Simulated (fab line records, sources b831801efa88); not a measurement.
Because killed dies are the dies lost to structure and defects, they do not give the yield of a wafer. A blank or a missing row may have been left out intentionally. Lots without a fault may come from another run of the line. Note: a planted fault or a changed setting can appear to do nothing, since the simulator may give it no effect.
Chamber matching :: flow gf180mcu :: 3 sister chambers for GF_V5_CVD_02 on pecvd-03
The step deposits SiO2 from TEOS, target thk 1450 nm, time 163.28 s. 6 wafers are shown with their chamber, then 6 later ones without.

== EACH WAFER AND ITS CHAMBER ==
wafer: L955.2
chamber: 1
heater-power-w (W): 846

wafer: L962.6
chamber: 2
heater-power-w (W): 781

wafer: L965.3
chamber: 1
heater-power-w (W): 825

wafer: L965.5
chamber: 0
heater-power-w (W): 637

wafer: L970.4
chamber: 2
heater-power-w (W): 653

wafer: L970.5
chamber: 0
heater-power-w (W): 628

== WAFERS WITH NO CHAMBER GIVEN ==
wafer: L970.6
heater-power-w (W): 701

wafer: L973.4
heater-power-w (W): 827

wafer: L973.5
heater-power-w (W): 847

wafer: L973.6
heater-power-w (W): 789

wafer: L976.1
heater-power-w (W): 891

wafer: L976.5
heater-power-w (W): 655

== CHAMBER TAKEN BY EACH ==
wafer: L970.6
from the rows above: can't be placed: 2 or 0
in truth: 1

wafer: L973.4
from the rows above: can't be placed: 1 or 2
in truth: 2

wafer: L973.5
from the rows above: 1
in truth: 1

wafer: L973.6
from the rows above: can't be placed: 1 or 2
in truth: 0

wafer: L976.1
from the rows above: 1
in truth: 1

wafer: L976.5
from the rows above: can't be placed: 0 or 2
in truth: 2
Correctly placed: 2 of 6. Not placeable from these rows: 4 (in 2, the candidates include the true chamber). Number placed wrongly: 0.
How it was worked out, from the rows above alone: a wafer's distance from a chamber is the root of the sum, over the readings, of the square of ((its reading less the chamber's mean) divided by the reading's scatter). The wafer belongs to the nearest chamber; if the next one is less than 2 further off, it can't be placed. The mean given for a chamber averages the wafers shown for that chamber. The scatter: take each reading less its chamber's mean, square it, sum over the shown wafers, divide by the number of wafers less the number of chambers, and take the root.
